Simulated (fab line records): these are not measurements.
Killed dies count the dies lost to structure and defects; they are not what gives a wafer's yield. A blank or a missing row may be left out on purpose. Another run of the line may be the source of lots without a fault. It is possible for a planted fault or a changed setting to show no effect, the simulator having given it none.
Comparing a struck lot with a sound one / flow sky130 / 14 out of 708 route steps
Sound: wafers L414.4, L414.5, L414.6. Wafers L417.1, L417.4, L417.5 were the ones struck. The cause is named last.
Per side, at each step with rows, come the tool, then ch with its chambers, and then its first start. Under that, the readings that differ: sound wafers / struck wafers / difference of the means / sigmas: that difference in standard deviations of wafers without a fault.
alike: same words and numbers on both sides, and readings whose means sit less than 2 such deviations apart. not compared: any withheld reading, any reading some wafer has no value for, any bound like >300 that may hide the same value, and any number with overlapping values for which the record gives no deviation.
Wherever a step has rows on one side only, a row that says differs or no value, or a row with sigmas, the two part there. When numbers do not overlap yet have no deviation, they are printed without sigmas and do not part them. Lack of a reading on every wafer of one side parts them only where that side has two or more wafers.

first, 4 steps without rows for these wafers: SKY_VIA1_STRIP_16 (strips in O2/N2); SKY_VIA1_STRIP_17 (strips in post etch residue remover, time 1200 s); SKY_VIA1_CLEAN_18 (cleans in IPA, time 180 s); SKY_VIA1_CLEAN_19 (cleans in O3/DIW).
SKY_VIA1_SPUTTER_20: material TiN, target thk 20 nm, time 80 s.
  struck on pvd-sputter-03, day 38 07:53; sound on pvd-sputter-01, day 37 12:21
  alike: throttle-valve-pct
SKY_VIA1_CVD_21: deposits W, target thk 270 nm, time 80.902 s.
  sound on cvd-w-01 ch 0,1, day 37 12:27; struck on cvd-w-02 ch 0,1, day 38 07:56
  alike: heater-power-w
  not compared: since-wet-clean-h
SKY_VIA1_RS_MEAS_22: uses a four-point probe to measure.
  struck on film-metro-01, day 38 08:02; sound on film-metro-02, day 37 12:34
  alike: VIA1_W_RS
SKY_VIA1_THK_MEAS_23: measures by xrf.
  struck on film-metro-01, day 38 08:09; sound on film-metro-02, day 37 12:40
  alike: VIA1_W_THK
then, 1 step without rows for these wafers: SKY_VIA1_CMP_24 (polishes, stops on SiO2, t overpolish 15 s, target thk 0 nm).
SKY_METAL2_SPUTTER_00: material Ti, target thk 15 nm, time 10 s.
  struck on pvd-sputter-02, day 38 08:31; sound on pvd-sputter-02, day 37 12:59
  alike: throttle-valve-pct
SKY_METAL2_SPUTTER_01: material TiN, target thk 20 nm, time 16.7 s.
  struck on pvd-sputter-02, day 38 08:32; sound on pvd-sputter-02, day 37 13:01
  alike: throttle-valve-pct
SKY_METAL2_SPUTTER_02: material AlCu, target thk 250 nm, time 13.3 s.
  struck on pvd-sputter-02, day 38 08:34; sound on pvd-sputter-02, day 37 13:02
  alike: throttle-valve-pct
SKY_METAL2_SPUTTER_03: material Ti, target thk 5 nm, time 3.3 s.
  struck on pvd-sputter-02, day 38 08:35; sound on pvd-sputter-02, day 37 13:04
reading=model.Ti_of_METAL2_SPUTTER_03.thk-nm (nm); sound=4.823 4.956 4.855; struck=6.362 6.314 6.3; difference=+1.447; sigmas=
  alike: throttle-valve-pct
then, 1 step without rows for these wafers: SKY_METAL2_SPUTTER_04 (material TiN, target thk 70 nm, time 58.3 s).

== WHERE THEY PART ==
Nowhere in this record.

WHY: whatever the simulator had introduced
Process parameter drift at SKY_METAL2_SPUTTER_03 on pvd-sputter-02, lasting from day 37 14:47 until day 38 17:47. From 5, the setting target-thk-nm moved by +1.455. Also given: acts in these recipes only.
